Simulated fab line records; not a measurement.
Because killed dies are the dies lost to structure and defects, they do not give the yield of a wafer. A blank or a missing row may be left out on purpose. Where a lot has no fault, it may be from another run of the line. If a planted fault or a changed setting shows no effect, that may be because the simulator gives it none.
Matching of chambers || flow gf180mcu || pecvd-03 running GF_V2_CVD_02: 3 sister chambers
The step deposits SiO2 from TEOS, target thk 850 nm, time 94.851 s. 20 wafers are shown with their chamber, then 10 later ones without.

## WAFERS WITH THEIR CHAMBER
{"wafer": "L489.2", "chamber": 2, "heater_power_w (W)": 730, "rf_fwd_power_W (W)": 595.5}
{"wafer": "L489.3", "chamber": 1, "heater_power_w (W)": 806, "rf_fwd_power_W (W)": 598.0}
{"wafer": "L489.4", "chamber": 2, "heater_power_w (W)": 588, "rf_fwd_power_W (W)": 595.1}
{"wafer": "L490.2", "chamber": 1, "heater_power_w (W)": 771, "rf_fwd_power_W (W)": 597.0}
{"wafer": "L490.3", "chamber": 0, "heater_power_w (W)": 831, "rf_fwd_power_W (W)": 597.8}
{"wafer": "L490.5", "chamber": 1, "heater_power_w (W)": 790, "rf_fwd_power_W (W)": 594.1}
{"wafer": "L491.2", "chamber": 1, "heater_power_w (W)": 811, "rf_fwd_power_W (W)": 596.6}
{"wafer": "L491.5", "chamber": 1, "heater_power_w (W)": 634, "rf_fwd_power_W (W)": 597.7}
{"wafer": "L491.6", "chamber": 2, "heater_power_w (W)": 720, "rf_fwd_power_W (W)": 594.2}
{"wafer": "L493.1", "chamber": 1, "heater_power_w (W)": 724, "rf_fwd_power_W (W)": 597.5}
{"wafer": "L493.4", "chamber": 0, "heater_power_w (W)": 803, "rf_fwd_power_W (W)": 598.9}
{"wafer": "L493.6", "chamber": 2, "heater_power_w (W)": 583, "rf_fwd_power_W (W)": 596.5}
{"wafer": "L495.1", "chamber": 0, "heater_power_w (W)": 778, "rf_fwd_power_W (W)": 599.1}
{"wafer": "L495.4", "chamber": 1, "heater_power_w (W)": 799, "rf_fwd_power_W (W)": 596.8}
{"wafer": "L495.6", "chamber": 2, "heater_power_w (W)": 591, "rf_fwd_power_W (W)": 597.6}
{"wafer": "L497.1", "chamber": 0, "heater_power_w (W)": 788, "rf_fwd_power_W (W)": 596.1}
{"wafer": "L497.2", "chamber": 1, "heater_power_w (W)": 676, "rf_fwd_power_W (W)": 598.7}
{"wafer": "L497.3", "chamber": 2, "heater_power_w (W)": 726, "rf_fwd_power_W (W)": 598.0}
{"wafer": "L498.1", "chamber": 1, "heater_power_w (W)": 674, "rf_fwd_power_W (W)": 596.0}
{"wafer": "L498.2", "chamber": 2, "heater_power_w (W)": 665, "rf_fwd_power_W (W)": 593.8}

SIGNATURES (averages over the wafers above)
{"reading": "heater_power_w", "chamber 0": 800.00, "chamber 1": 742.78, "chamber 2": 657.57, "scatter within a chamber": 62.6}
{"reading": "rf_fwd_power_W", "chamber 0": 597.975, "chamber 1": 596.933, "chamber 2": 595.814, "scatter within a chamber": 1.45}
Rule: distance of a wafer from a chamber = root of the sum over the readings of ((wafer's reading minus chamber's mean) / reading's scatter) squared. If the next closest chamber is less than 2 further off than the closest, the wafer can't be placed; otherwise it belongs to the closest. The scatter is the square root of a quotient: the sum, over the shown wafers, of each reading's squared deviation from its chamber's mean, divided by wafers minus chambers.

## WAFERS WITH NO CHAMBER GIVEN
{"wafer": "L498.3", "heater_power_w (W)": 827, "rf_fwd_power_W (W)": 597.3}
{"wafer": "L506.2", "heater_power_w (W)": 616, "rf_fwd_power_W (W)": 597.7}
{"wafer": "L506.3", "heater_power_w (W)": 769, "rf_fwd_power_W (W)": 597.4}
{"wafer": "L506.4", "heater_power_w (W)": 691, "rf_fwd_power_W (W)": 597.0}
{"wafer": "L510.1", "heater_power_w (W)": 678, "rf_fwd_power_W (W)": 598.6}
{"wafer": "L510.3", "heater_power_w (W)": 722, "rf_fwd_power_W (W)": 594.6}
{"wafer": "L510.6", "heater_power_w (W)": 777, "rf_fwd_power_W (W)": 595.7}
{"wafer": "L511.1", "heater_power_w (W)": 750, "rf_fwd_power_W (W)": 595.7}
{"wafer": "L511.2", "heater_power_w (W)": 637, "rf_fwd_power_W (W)": 598.0}
{"wafer": "L511.5", "heater_power_w (W)": 673, "rf_fwd_power_W (W)": 595.8}

## EACH ONE'S CHAMBER
{"wafer": "L498.3", "from the rows above": "can't be placed: 0 or 1", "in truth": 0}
{"wafer": "L506.2", "from the rows above": "can't be placed: 2 or 1 or 0", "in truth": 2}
{"wafer": "L506.3", "from the rows above": "can't be placed: 1 or 0 or 2", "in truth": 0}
{"wafer": "L506.4", "from the rows above": "can't be placed: 1 or 2 or 0", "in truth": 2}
{"wafer": "L510.1", "from the rows above": "can't be placed: 1 or 2 or 0", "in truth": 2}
{"wafer": "L510.3", "from the rows above": "can't be placed: 2 or 1 or 0", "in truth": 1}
{"wafer": "L510.6", "from the rows above": "can't be placed: 1 or 0 or 2", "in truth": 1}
{"wafer": "L511.1", "from the rows above": "can't be placed: 1 or 2 or 0", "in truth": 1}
{"wafer": "L511.2", "from the rows above": "can't be placed: 2 or 1 or 0", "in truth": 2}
{"wafer": "L511.5", "from the rows above": "can't be placed: 2 or 1", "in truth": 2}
Placed correctly: 0 of 10. Can't be placed from these rows: 10 (the true chamber is among the candidates in 10). Number placed wrongly: 0.
